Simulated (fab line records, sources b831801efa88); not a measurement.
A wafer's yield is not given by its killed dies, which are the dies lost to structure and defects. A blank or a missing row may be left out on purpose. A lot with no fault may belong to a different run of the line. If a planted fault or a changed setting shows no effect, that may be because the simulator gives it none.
fab line records	flow sky130
record lots=24	wafers=72	lastDay=50
route steps=708 shown METAL1@451 VIA1@478 METAL2@499 VIA2@508 VIA4@657
lots that met no fault: taken from a fault-free run of the same line
startH: hours from the record's first day to the start of the lot's first wafer shown	waitH: hours from the lot's prior step to this one	" as in the row above	L1.1+2: several wafers, shown together as one row	- no value, or no start given	* or withheld: withheld	< > ~ a bound
route shown NAME@n: names a module that has steps shown in the file, with the first one's number in the route	usual: average and standard deviation across the fault-free wafers	same: alike in all rows	chamber/n: place in a boat	sites: each site's reading	_std_site: standard deviation across them	_edge_site: the outer-site mean with the inner-site mean subtracted	radiusMm: how far each site lies from the wafer's centre	mask NAME#n: copy n	behind: tool/chamber where the wafer was last shaped	hold: what put the lot on hold/how long, in hours/how the hold closed	device: the n, p or np transistor that did not switch	end of line: at the end of the route, the tests of the same wafers	a step with no rows: only its recipe	killed: the dies lost at the first sort to structure and to defects; this is not the yield of the wafer	map: a wafer's dies, marking killed ones x, the rest . and places with no die _
set.NAME: the run value of the setting; set.NAME@STEP: its run value at that earlier step	model.NAME: the simulator's own value behind a step, which no gauge read
route steps across a sampled set of lots; one table per step, one row per wafer
services: the hour from which a tool's chamber was out of use, counted from the record's first day as startH (under 0 if before that day), plus the number of hours and why
## steps
# step SKY_METAL1_DESCUM_17
# recipe chemistry=O2	sourcePowerW=150	biasPowerW=0	pressureMtorr=10	tempC=40	timeS=8
# usual drypumpMotorCurrentA=5.8/0.39	oesProductAu=0.996/0.0087
lot.wafer	tool	chamber	startH	waitH	drypumpMotorCurrentA	oesProductAu	rfHoursCounterH
L074.3	rieMetal-01	0	761.38	0.0	5.4	0.991	-
L074.5	"	0	"	"	5.5	0.992	-
L074.6	"	1	"	"	5.6	1.012	-
L075.2	rieMetal-02	0	768.95	0.0	6.3	1.004	7
L075.3	"	0	"	"	6.3	1.006	-
L075.6	"	0	"	"	6.3	0.988	-
L076.1	rieMetal-01	1	787.17	0.0	5.6	0.995	9
L076.2	"	0	"	"	5.5	0.996	14
L076.6	"	1	"	"	5.7	0.996	-
L077.2	rieMetal-01	1	803.45	0.0	5.6	0.988	10
L077.3	"	1	"	"	5.6	0.985	-
L077.4	"	0	"	"	5.4	1.001	-
L078.3	rieMetal-01	1	809.13	0.0	5.6	0.984	-
L078.5	"	0	"	"	5.5	0.989	-
L078.6	"	1	"	"	5.6	0.988	-
L080.1	rieMetal-01	1	820.12	0.0	5.6	0.993	10
L080.2	"	0	"	"	5.4	1.006	15
L080.5	"	1	"	"	5.6	0.993	-
L079.2	rieMetal-04	1	821.25	0.0	6.5	0.987	8
L079.3	"	1	"	"	6.5	0.993	-
L079.5	"	1	"	"	6.5	0.987	-
L081.1	rieMetal-04	0	822.85	0.0	6.1	0.997	13
L081.4	"	1	"	"	6.5	0.982	-
L081.6	"	0	"	"	6.1	0.991	-
L082.2	rieMetal-04	0	829.02	0.0	6.1	0.997	14
L082.3	"	0	"	"	6.1	0.994	-
L082.6	"	0	"	"	6.1	0.990	-
L083.3	rieMetal-02	0	836.11	0.0	6.3	1.001	-
L083.4	"	1	"	"	5.4	1.008	-
L083.5	"	0	"	"	6.3	0.994	-
L085.2	rieMetal-01	0	852.95	0.0	5.5	0.992	16
L085.3	"	1	"	"	5.6	0.988	-
L085.6	"	0	"	"	5.5	0.994	-
L084.2	rieMetal-02	1	855.22	0.0	5.5	1.001	9
L084.3	"	0	"	"	6.2	1.008	-
L084.6	"	1	"	"	5.4	1.005	-
L086.1	rieMetal-02	0	856.82	0.0	6.3	0.999	10
L086.4	"	0	"	"	6.2	1.002	-
L086.6	"	0	"	"	6.3	0.993	-
L087.2	rieMetal-02	1	864.62	0.0	5.5	1.002	10
L087.4	"	0	"	"	6.3	0.995	-
L087.6	"	1	"	"	5.5	0.997	-
L088.2	rieMetal-01	1	877.79	0.0	5.7	0.989	13
L088.3	"	1	"	"	5.7	0.983	-
L088.6	"	0	"	"	5.4	1.000	-
L089.2	rieMetal-02	1	882.17	0.0	5.4	1.000	10
L089.3	"	0	"	"	6.2	0.995	-
L089.5	"	0	"	"	6.2	0.994	-
L090.1	rieMetal-01	1	888.07	0.0	5.6	0.978	14
L090.2	"	1	"	"	5.6	0.987	-
L090.4	"	1	"	"	5.6	0.996	-
L091.1	rieMetal-04	0	893.62	0.0	6.2	0.995	16
L091.2	"	0	"	"	6.2	0.990	-
L091.4	"	0	"	"	6.1	0.993	-
L092.1	rieMetal-02	1	903.05	0.0	5.5	1.001	11
L092.2	"	0	"	"	6.2	0.990	12
L092.6	"	1	"	"	5.4	0.997	-
L093.3	rieMetal-01	1	905.38	0.0	5.6	0.983	-
L093.4	"	0	"	"	5.5	1.016	-
L093.5	"	1	"	"	5.6	0.986	-
L094.3	rieMetal-01	1	908.53	0.0	5.6	0.985	-
L094.4	"	0	"	"	5.5	1.024	-
L094.5	"	1	"	"	5.7	0.995	-
L095.1	rieMetal-02	1	917.60	0.0	5.4	0.989	12
L095.2	"	0	"	"	6.2	0.989	13
L095.5	"	0	"	"	6.2	1.002	-
L096.2	rieMetal-02	0	940.57	0.0	6.3	1.005	14
L096.5	"	0	"	"	6.3	1.004	-
L096.6	"	1	"	"	5.4	0.995	-
L097.1	rieMetal-04	1	941.72	0.0	6.5	1.000	12
L097.2	"	1	"	"	6.5	0.999	-
L097.6	"	1	"	"	6.5	0.992	-
# step SKY_METAL1_STRIP_20
# recipe chemistry=O2/N2	powerW=1400	pressureMtorr=1500	platenTempC=withheld	o2FlowSccm=3000	n2FlowSccm=300	overashFraction=0.5
# usual drypumpMotorCurrentA=5.7/0.5	oesProductAu=0.344/0.0053	stripTimeToEndpointS=2.72/0.044
lot.wafer	tool	chamber	startH	waitH	drypumpMotorCurrentA	oesProductAu	rfHoursCounterH	stripTimeToEndpointS
L074.3	plasmaAsher-02	1	761.59	0.1	5.8	0.346	-	2.80
L074.5	"	1	"	"	5.8	0.349	-	2.79
L074.6	"	0	"	"	5.9	0.342	-	2.81
L075.2	plasmaAsher-03	1	769.13	0.1	5.3	0.344	3	2.72
L075.3	"	0	"	"	5.2	0.340	-	2.70
L075.6	"	0	"	"	5.2	0.345	-	2.71
L076.1	plasmaAsher-01	0	787.36	0.1	5.8	0.342	92	2.72
L076.2	"	1	"	"	6.8	0.350	92	2.71
L076.6	"	1	"	"	6.7	0.338	-	2.71
L077.2	plasmaAsher-03	1	803.63	0.1	5.3	0.341	6	2.71
L077.3	"	0	"	"	5.2	0.345	-	2.73
L077.4	"	1	"	"	5.3	0.341	-	2.69
L078.3	plasmaAsher-01	0	809.34	0.1	5.8	0.342	-	2.72
L078.5	"	1	"	"	6.7	0.331	-	2.71
L078.6	"	0	"	"	5.8	0.347	-	2.74
L080.1	plasmaAsher-03	1	820.30	0.1	5.3	0.356	8	2.78
L080.2	"	0	"	"	5.3	0.346	8	2.70
L080.5	"	0	"	"	5.3	0.342	-	2.75
L079.2	plasmaAsher-03	0	821.43	0.1	5.2	0.346	8	2.76
L079.3	"	1	"	"	5.3	0.343	-	2.74
L079.5	"	1	"	"	5.3	0.359	-	2.79
L081.1	plasmaAsher-02	1	823.03	0.1	5.7	0.347	75	2.73
L081.4	"	0	"	"	6.0	0.346	-	2.75
L081.6	"	1	"	"	5.8	0.349	-	2.72
L082.2	plasmaAsher-02	0	829.21	0.1	5.9	0.337	76	2.72
L082.3	"	1	"	"	5.7	0.342	-	2.69
L082.6	"	0	"	"	5.9	0.340	-	2.72
L083.3	plasmaAsher-01	1	836.32	0.1	6.7	0.339	-	2.70
L083.4	"	0	"	"	5.8	0.342	-	2.69
L083.5	"	1	"	"	6.7	0.344	-	2.67
L085.2	plasmaAsher-02	0	853.13	0.1	6.0	0.338	78	2.69
L085.3	"	1	"	"	5.7	0.346	-	2.73
L085.6	"	0	"	"	6.0	0.336	-	2.71
L084.2	plasmaAsher-02	0	855.40	0.1	5.9	0.343	78	2.67
L084.3	"	1	"	"	5.7	0.335	-	2.69
L084.6	"	1	"	"	5.7	0.337	-	2.67
L086.1	plasmaAsher-01	1	857.00	0.1	6.7	0.347	98	2.74
L086.4	"	0	"	"	5.8	0.337	-	2.71
L086.6	"	0	"	"	5.8	0.343	-	2.73
L087.2	plasmaAsher-01	0	864.81	0.1	5.8	0.343	99	2.66
L087.4	"	1	"	"	6.7	0.347	-	2.64
L087.6	"	0	"	"	5.8	0.345	-	2.68
L088.2	plasmaAsher-03	0	877.98	0.1	5.3	0.351	14	2.78
L088.3	"	0	"	"	5.3	0.343	-	2.75
L088.6	"	1	"	"	5.3	0.339	-	2.72
L089.2	plasmaAsher-03	1	882.36	0.1	5.3	0.344	14	2.69
L089.3	"	0	"	"	5.2	0.341	-	2.70
L089.5	"	0	"	"	5.3	0.334	-	2.70
L090.1	plasmaAsher-03	1	888.44	0.1	5.3	0.348	15	2.77
L090.2	"	0	"	"	5.2	0.349	15	2.77
L090.4	"	0	"	"	5.2	0.350	-	2.76
L091.1	plasmaAsher-01	0	893.99	0.1	5.8	0.344	102	2.71
L091.2	"	1	"	"	6.7	0.339	102	2.69
L091.4	"	0	"	"	5.9	0.341	-	2.71
L092.1	plasmaAsher-03	0	903.23	0.1	5.2	0.340	16	2.69
L092.2	"	1	"	"	5.3	0.348	16	2.73
L092.6	"	1	"	"	5.3	0.346	-	2.68
L093.3	plasmaAsher-01	0	905.59	0.1	5.8	0.350	-	2.75
L093.4	"	1	"	"	6.7	0.344	-	2.63
L093.5	"	0	"	"	5.8	0.347	-	2.76
L094.3	plasmaAsher-03	1	908.74	0.1	5.4	0.355	-	2.78
L094.4	"	0	"	"	5.3	0.338	-	2.57
L094.5	"	1	"	"	5.3	0.348	-	2.74
L095.1	plasmaAsher-03	0	917.78	0.1	5.3	0.347	18	2.75
L095.2	"	1	"	"	5.3	0.351	18	2.75
L095.5	"	0	"	"	5.2	0.338	-	2.72
L096.2	plasmaAsher-02	0	940.76	0.1	6.0	0.356	87	2.71
L096.5	"	1	"	"	5.7	0.340	-	2.71
L096.6	"	0	"	"	6.0	0.348	-	2.76
L097.1	plasmaAsher-03	1	942.22	0.2	5.3	0.346	20	2.79
L097.2	"	0	"	"	5.2	0.337	20	2.76
L097.6	"	1	"	"	5.3	0.350	-	2.78
# step SKY_VIA1_SPUTTER_20
# recipe material=TiN	targetThkNm=20	chamberPressurePa=5	powerW=4000	timeS=80
# usual throttleValvePct=30.0/0.7
lot.wafer	tool	chamber	startH	waitH	throttleValvePct
L074.3	pvdSputter-03	-	791.47	0.0	29.1
L074.5	"	-	"	"	30.5
L074.6	"	-	"	"	29.0
L075.2	pvdSputter-01	-	797.23	0.0	31.1
L075.3	"	-	"	"	30.1
L075.6	"	-	"	"	30.0
L076.1	pvdSputter-03	-	815.54	0.0	29.5
L076.2	"	-	"	"	30.3
L076.6	"	-	"	"	29.4
L077.2	pvdSputter-01	-	832.35	0.0	30.3
L077.3	"	-	"	"	31.0
L077.4	"	-	"	"	29.0
L078.3	pvdSputter-03	-	837.66	0.0	29.4
L078.5	"	-	"	"	30.3
L078.6	"	-	"	"	29.1
L080.1	pvdSputter-02	-	849.12	0.0	29.8
L080.2	"	-	"	"	29.7
L080.5	"	-	"	"	29.2
L079.2	pvdSputter-03	-	850.13	0.0	29.6
L079.3	"	-	"	"	30.0
L079.5	"	-	"	"	30.4
L081.1	pvdSputter-03	-	851.39	0.0	30.1
L081.4	"	-	"	"	29.6
L081.6	"	-	"	"	30.0
L082.2	pvdSputter-03	-	858.01	0.0	30.2
L082.3	"	-	"	"	30.3
L082.6	"	-	"	"	29.7
L083.3	pvdSputter-03	-	864.78	0.0	29.7
L083.4	"	-	"	"	30.0
L083.5	"	-	"	"	29.6
L085.2	pvdSputter-01	-	881.29	0.0	30.0
L085.3	"	-	"	"	28.9
L085.6	"	-	"	"	30.8
L084.2	pvdSputter-03	-	883.75	0.0	30.0
L084.3	"	-	"	"	30.0
L084.6	"	-	"	"	30.1
L086.1	pvdSputter-01	-	885.23	0.0	31.1
L086.4	"	-	"	"	29.1
L086.6	"	-	"	"	30.9
L087.2	pvdSputter-03	-	892.09	0.0	29.6
L087.4	"	-	"	"	30.2
L087.6	"	-	"	"	30.0
L088.2	pvdSputter-03	-	905.18	0.0	29.5
L088.3	"	-	"	"	30.1
L088.6	"	-	"	"	29.8
L089.2	pvdSputter-02	-	908.98	0.0	32.2
L089.3	"	-	"	"	29.2
L089.5	"	-	"	"	32.3
L090.1	pvdSputter-03	-	915.90	0.0	29.3
L090.2	"	-	"	"	30.1
L090.4	"	-	"	"	30.0
L091.1	pvdSputter-03	-	920.73	0.0	29.9
L091.2	"	-	"	"	29.4
L091.4	"	-	"	"	29.9
L092.1	pvdSputter-03	-	929.10	0.0	29.2
L092.2	"	-	"	"	29.5
L092.6	"	-	"	"	29.8
L093.3	pvdSputter-01	-	932.36	0.0	31.2
L093.4	"	-	"	"	30.1
L093.5	"	-	"	"	30.0
L094.3	pvdSputter-02	-	936.17	0.0	29.7
L094.4	"	-	"	"	29.5
L094.5	"	-	"	"	29.8
L095.1	pvdSputter-03	-	944.80	0.0	29.6
L095.2	"	-	"	"	29.2
L095.5	"	-	"	"	29.2
L096.2	pvdSputter-01	-	967.09	0.0	29.1
L096.5	"	-	"	"	30.0
L096.6	"	-	"	"	30.0
L097.1	pvdSputter-02	-	967.79	0.0	30.0
L097.2	"	-	"	"	32.6
L097.6	"	-	"	"	29.8
# step SKY_METAL2_OVL_MEAS_16
# usual METAL2_OVL=-1/6.2
lot.wafer	tool	chamber	startH	waitH	METAL2_OVL[nm]
L074.3	overlay-02	-	818.78	0.1	3
L074.5	"	-	"	"	-2
L074.6	"	-	"	"	2
L075.2	overlay-01	-	823.64	0.1	2
L075.3	"	-	"	"	2
L075.6	"	-	"	"	4
L076.1	overlay-01	-	842.96	0.1	-10
L076.2	"	-	"	"	-10
L076.6	"	-	"	"	-12
L077.2	overlay-02	-	859.74	0.1	4
L077.3	"	-	"	"	5
L077.4	"	-	"	"	5
L078.3	overlay-01	-	864.79	0.1	1
L078.5	"	-	"	"	-4
L078.6	"	-	"	"	-1
L080.1	overlay-01	-	877.51	0.1	-5
L080.2	"	-	"	"	0
L080.5	"	-	"	"	-3
L079.2	overlay-01	-	877.88	0.1	-3
L079.3	"	-	"	"	-7
L079.5	"	-	"	"	-5
L081.1	overlay-01	-	878.48	0.1	-9
L081.4	"	-	"	"	-10
L081.6	"	-	"	"	-11
L082.2	overlay-01	-	885.22	0.1	-6
L082.3	"	-	"	"	-1
L082.6	"	-	"	"	-4
L083.3	overlay-01	-	890.54	0.1	0
L083.4	"	-	"	"	6
L083.5	"	-	"	"	-3
L085.2	overlay-02	-	906.89	0.1	2
L085.3	"	-	"	"	-4
L085.6	"	-	"	"	4
L084.2	overlay-01	-	910.32	0.1	4
L084.3	"	-	"	"	10
L084.6	"	-	"	"	13
L086.1	overlay-02	-	911.58	0.1	1
L086.4	"	-	"	"	-4
L086.6	"	-	"	"	-2
L087.2	overlay-02	-	917.62	0.1	-3
L087.4	"	-	"	"	-5
L087.6	"	-	"	"	-3
L088.2	overlay-01	-	930.29	0.1	-10
L088.3	"	-	"	"	-5
L088.6	"	-	"	"	-10
L089.2	overlay-02	-	934.67	0.1	7
L089.3	"	-	"	"	3
L089.5	"	-	"	"	8
L090.1	overlay-01	-	941.21	0.1	4
L090.2	"	-	"	"	1
L090.4	"	-	"	"	3
L091.1	overlay-02	-	946.58	0.1	5
L091.2	"	-	"	"	9
L091.4	"	-	"	"	10
L092.1	overlay-02	-	954.43	0.1	-3
L092.2	"	-	"	"	-2
L092.6	"	-	"	"	-8
L093.3	overlay-02	-	957.14	0.1	-1
L093.4	"	-	"	"	-6
L093.5	"	-	"	"	1
L094.3	overlay-01	-	961.69	0.1	-8
L094.4	"	-	"	"	-13
L094.5	"	-	"	"	-12
L095.1	overlay-01	-	969.11	0.1	1
L095.2	"	-	"	"	5
L095.5	"	-	"	"	13
L096.2	overlay-02	-	991.39	0.1	-9
L096.5	"	-	"	"	-3
L096.6	"	-	"	"	-6
L097.1	overlay-02	-	992.39	0.1	-3
L097.2	"	-	"	"	2
L097.6	"	-	"	"	-1
# step SKY_VIA2_THK_MEAS_01
# recipe reads=SiO2_of_VIA2_HDPCVD_00
# usual VIA2_HDPCVD_THK=1178/17
lot.wafer	tool	chamber	startH	waitH	VIA2_HDPCVD_THK[nm]
L074.3	filmMetro-04	-	819.81	0.1	1165
L074.5	"	-	"	"	1181
L074.6	"	-	"	"	1191
L075.2	filmMetro-01	-	825.00	0.1	1166
L075.3	"	-	"	"	1170
L075.6	"	-	"	"	1173
L076.1	filmMetro-03	-	844.12	0.1	1172
L076.2	"	-	"	"	1165
L076.6	"	-	"	"	1159
L077.2	filmMetro-01	-	860.69	0.1	1181
L077.3	"	-	"	"	1207
L077.4	"	-	"	"	1214
L078.3	filmMetro-01	-	865.75	0.1	1164
L078.5	"	-	"	"	1151
L078.6	"	-	"	"	1163
L080.1	filmMetro-03	-	878.47	0.1	1179
L080.2	"	-	"	"	1187
L080.5	"	-	"	"	1187
L079.2	filmMetro-03	-	878.83	0.1	1192
L079.3	"	-	"	"	1225
L079.5	"	-	"	"	1185
L081.1	filmMetro-01	-	879.43	0.1	1168
L081.4	"	-	"	"	1171
L081.6	"	-	"	"	1150
L082.2	filmMetro-03	-	886.19	0.1	1186
L082.3	"	-	"	"	1145
L082.6	"	-	"	"	1151
L083.3	filmMetro-03	-	891.49	0.1	1189
L083.4	"	-	"	"	1199
L083.5	"	-	"	"	1161
L085.2	filmMetro-01	-	907.87	0.1	1154
L085.3	"	-	"	"	1173
L085.6	"	-	"	"	1171
L084.2	filmMetro-01	-	911.26	0.1	1167
L084.3	"	-	"	"	1187
L084.6	"	-	"	"	1200
L086.1	filmMetro-03	-	912.56	0.1	1185
L086.4	"	-	"	"	1187
L086.6	"	-	"	"	1188
L087.2	filmMetro-03	-	918.65	0.1	1188
L087.4	"	-	"	"	1169
L087.6	"	-	"	"	1183
L088.2	filmMetro-04	-	931.27	0.1	1194
L088.3	"	-	"	"	1181
L088.6	"	-	"	"	1196
L089.2	filmMetro-01	-	935.70	0.1	1169
L089.3	"	-	"	"	1193
L089.5	"	-	"	"	1193
L090.1	filmMetro-01	-	942.15	0.1	1176
L090.2	"	-	"	"	1204
L090.4	"	-	"	"	1180
L091.1	filmMetro-04	-	947.71	0.1	1164
L091.2	"	-	"	"	1164
L091.4	"	-	"	"	1182
L092.1	filmMetro-04	-	955.40	0.1	1190
L092.2	"	-	"	"	1180
L092.6	"	-	"	"	1186
L093.3	filmMetro-04	-	958.13	0.1	1183
L093.4	"	-	"	"	1157
L093.5	"	-	"	"	1155
L094.3	filmMetro-04	-	962.69	0.1	1160
L094.4	"	-	"	"	1159
L094.5	"	-	"	"	1157
L095.1	filmMetro-03	-	970.08	0.1	1166
L095.2	"	-	"	"	1178
L095.5	"	-	"	"	1195
L096.2	filmMetro-04	-	992.33	0.1	1169
L096.5	"	-	"	"	1199
L096.6	"	-	"	"	1163
L097.1	filmMetro-03	-	993.32	0.1	1173
L097.2	"	-	"	"	1199
L097.6	"	-	"	"	1173
# step SKY_VIA4_CVD_18
# recipe material=W	targetThkNm=505	timeS=152.14	tempC=400	pressureTorr=40
# usual heaterPowerW=783/91	susceptorTempC=400.02/0.23
lot.wafer	tool	chamber	startH	waitH	heaterPowerW	susceptorTempC
L074.3	cvdW-01	0	1003.58	0.1	675	399.95
L074.5	"	1	"	"	900	400.02
L074.6	"	0	"	"	662	399.54
L075.2	cvdW-02	0	1007.67	0.0	721	400.13
L075.3	"	1	"	"	750	400.07
L075.6	"	1	"	"	746	400.11
L076.1	cvdW-02	1	1024.00	0.0	741	400.09
L076.2	"	0	"	"	722	400.02
L076.6	"	1	"	"	731	399.73
L077.2	cvdW-02	1	1039.76	0.0	750	400.08
L077.3	"	1	"	"	768	400.25
L077.4	"	0	"	"	736	400.35
L078.3	cvdW-02	0	1043.27	0.1	743	400.21
L078.5	"	0	"	"	723	400.14
L078.6	"	1	"	"	747	399.64
L080.1	cvdW-02	0	1052.87	0.0	739	399.86
L080.2	"	1	"	"	746	399.90
L080.5	"	1	"	"	744	399.60
L079.2	cvdW-02	1	1054.62	0.0	751	399.77
L079.3	"	1	"	"	741	400.04
L079.5	"	0	"	"	732	400.11
L081.1	cvdW-02	0	1056.53	0.0	721	400.27
L081.4	"	0	"	"	735	399.93
L081.6	"	1	"	"	746	399.92
L082.2	cvdW-01	0	1063.43	0.0	681	400.21
L082.3	"	0	"	"	663	400.11
L082.6	"	0	"	"	669	400.67
L083.3	cvdW-02	1	1063.95	0.1	754	399.36
L083.4	"	0	"	"	729	399.91
L083.5	"	0	"	"	734	399.94
L085.2	cvdW-01	1	1079.78	0.0	934	400.41
L085.3	"	1	"	"	912	400.25
L085.6	"	0	"	"	666	399.89
L084.2	cvdW-01	0	1081.93	0.0	678	400.19
L084.3	"	1	"	"	886	399.84
L084.6	"	1	"	"	913	399.96
L086.1	cvdW-02	0	1086.51	0.0	727	399.92
L086.4	"	0	"	"	705	400.16
L086.6	"	1	"	"	747	399.72
L087.2	cvdW-01	0	1087.38	0.1	672	399.91
L087.4	"	0	"	"	688	400.35
L087.6	"	1	"	"	926	400.00
L088.2	cvdW-01	0	1100.23	0.0	672	399.84
L088.3	"	0	"	"	680	400.15
L088.6	"	1	"	"	929	400.13
L089.2	cvdW-01	1	1102.35	0.1	952	400.19
L089.3	"	1	"	"	919	400.27
L089.5	"	1	"	"	915	400.05
L090.1	cvdW-01	1	1109.25	0.0	905	399.50
L090.2	"	1	"	"	898	399.89
L090.4	"	1	"	"	909	399.96
L091.1	cvdW-01	1	1113.76	0.0	903	399.85
L091.2	"	1	"	"	913	399.95
L091.4	"	1	"	"	908	400.20
L092.1	cvdW-02	0	1116.32	0.0	732	400.28
L092.2	"	1	"	"	758	400.35
L092.6	"	1	"	"	745	400.10
L093.3	cvdW-01	1	1121.71	0.1	918	399.88
L093.4	"	1	"	"	908	400.09
L093.5	"	1	"	"	922	400.09
L094.3	cvdW-02	0	1125.01	0.1	727	400.14
L094.4	"	1	"	"	734	400.21
L094.5	"	1	"	"	741	400.48
L095.1	cvdW-02	1	1133.14	0.0	750	399.97
L095.2	"	0	"	"	742	399.87
L095.5	"	0	"	"	752	400.00
L096.2	cvdW-01	0	1150.63	0.0	681	400.13
L096.5	"	0	"	"	672	400.01
L096.6	"	1	"	"	906	399.59
L097.1	cvdW-02	1	1151.76	0.0	728	400.07
L097.2	"	0	"	"	733	399.79
L097.6	"	0	"	"	739	400.11
## services
tool	chamber	startH	hours	kind
pvdSputter-03	-	740.35	2.5	repair
rieMetal-01	1	743.48	3.1	repair
pvdSputter-03	-	752.64	2.5	repair
cvdW-01	-	753.15	0.8	repair
plasmaAsher-01	-	763.61	13.4	repair
cvdW-01	1	829.81	10.7	repair
plasmaAsher-01	-	837.02	6.3	repair
plasmaAsher-01	-	872.86	2.8	pm
rieMetal-01	-	878.99	2.8	pm
cvdW-01	-	904.00	14.0	pm
cvdW-01	-	940.42	6.0	pm
cvdW-02	-	946.42	6.0	pm
cvdW-01	0	961.19	3.1	repair
rieMetal-01	-	961.59	0.3	repair
pvdSputter-03	-	989.84	2.7	repair
plasmaAsher-03	-	1015.18	28.1	pm
rieMetal-02	-	1030.54	4.2	repair
rieMetal-02	1	1034.24	5.7	repair
plasmaAsher-03	-	1043.28	2.8	pm
rieMetal-02	-	1065.79	1.4	pm
cvdW-02	0	1069.57	4.7	repair
cvdW-01	0	1101.77	24.4	repair
pvdSputter-03	-	1139.63	0.7	repair
cvdW-01	-	1151.10	2.8	pm
## key
fault none
